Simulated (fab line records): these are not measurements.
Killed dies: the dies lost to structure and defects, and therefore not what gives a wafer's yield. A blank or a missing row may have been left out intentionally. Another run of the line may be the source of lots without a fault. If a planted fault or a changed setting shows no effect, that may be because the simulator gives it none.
Problem report, 8D (eight disciplines) form, completed by code    flow sky130    the parts of the form that need people (team, actions taken, sign-off) are left out

## 1. THE ISSUE
Wafers free of any fault read 189.6 (standard deviation 1.3) for VT_ADJUST_LVTN_2_TW at SKY_VT_ADJUST_LVTN_TW_MEAS_21, against a mean of 213.8 on 6 wafers of 2 lots. That puts it +19 standard deviations away from the usual mean.
First seen on wafer L509.1, day 11 08:26, on film-metro-02. The record holds 33 wafers of 11 lots with a number at this step. Rule for "out", or "out of limits": more than 4 standard deviations from the usual mean. The rest of the wafers with a number are treated as sound.

## 2. WHAT IT IS, AND WHAT IT ISN'T
question                     is                      is not
which readings at this step  VT_ADJUST_LVTN_2_TW     -
which lots                   L509, L511              L496, L498, L499, L500, L514, L515, L516, L517, L519
which wafers of those lots   all that have a number  -
read on which gauges         film-metro-02           film-metro-03, film-metro-04
when                         from day 11 08:26       up to then (12 sound wafers); but 15 sound wafers of L514, L515, L516, L517, L519 came after

## 3. SUSPECTS, AND WHAT RULES EACH OUT
Counting: any tool at a process step up to the reading is kept as a suspect provided that every lot that is out went through it and no sound lot did after the first of them.
- ruled out: the gauge at SKY_VT_ADJUST_LVTN_TW_MEAS_21. All the wafers that are out were read on film-metro-02, but those of them that SKY_VT_ADJUST_LVTN_IMPLANT_19 has rows for are out there too, on other tools.
- rie-diel-01 at SKY_FIELD_ISO_ETCH_14 (etches BARC in N2/H2, stops on SiO2, time 45.9 s, target depth 60 nm): ruled out as a lasting fault. The sound lots L514, L517, L519 went through it after L509, its earliest lot that is out (day 5 00:49).
- implanter-03 at SKY_VT_ADJUST_LVTN_IMPLANT_19: kept. Every lot that is out went through it, starting with L509 (day 11 08:11), and after that it ran no sound lot; the last sound lot it ran before then is L498 (day 8 07:48). Its own dose-ions-cm2, faraday-current-uA readings are out on those wafers.
Left after counting: implanter-03 at SKY_VT_ADJUST_LVTN_IMPLANT_19.

## 4. THE CAUSE (what the simulator had put in)
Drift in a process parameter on implanter-03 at SKY_VT_ADJUST_LVTN_IMPLANT_19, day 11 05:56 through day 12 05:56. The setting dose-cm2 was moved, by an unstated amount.
This tool alone remained once counting was done.

## 5. THE EFFECT CHAIN, in route order
One row per reading whose mean, taken over the struck wafers that have a number, lies over 3 standard deviations from the usual. Readings are gone through only where the record gives a usual standard deviation; hours: the median, over the lots, of the time from a lot's start at the first step in this table giving one to that lot's start at this step; sigmas: the change measured in usual standard deviations.
hours  step                           reading              usual      on struck wafers  change      sigmas
0      SKY_VT_ADJUST_LVTN_IMPLANT_19  dose-ions-cm2        6.501e+11  9.818e+11         +3.317e+11  +99 or more
0      SKY_VT_ADJUST_LVTN_IMPLANT_19  faraday-current-uA   3.67       5.53              +1.86       +24
0      SKY_VT_ADJUST_LVTN_TW_MEAS_21  VT_ADJUST_LVTN_2_TW  189.6      213.8             +24.2       +19
It contains these process steps:
- SKY_VT_ADJUST_LVTN_IMPLANT_19

## 6. WHAT WOULD HAVE CAUGHT IT SOONER
The first out-of-limits reading at a measuring or inspecting step in this record came at day 11 08:26, 2 hours after the fault's start at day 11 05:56.
Tool's own readings at SKY_VT_ADJUST_LVTN_IMPLANT_19, dose-ions-cm2, faraday-current-uA: out on all struck wafers the step has rows for; an alarm limit on them would have tripped on the first.
Lots out: 2; of these, L511 started SKY_VT_ADJUST_LVTN_IMPLANT_19 on implanter-03 after day 11 08:26. Had the tool been put on hold then, it would have been spared.
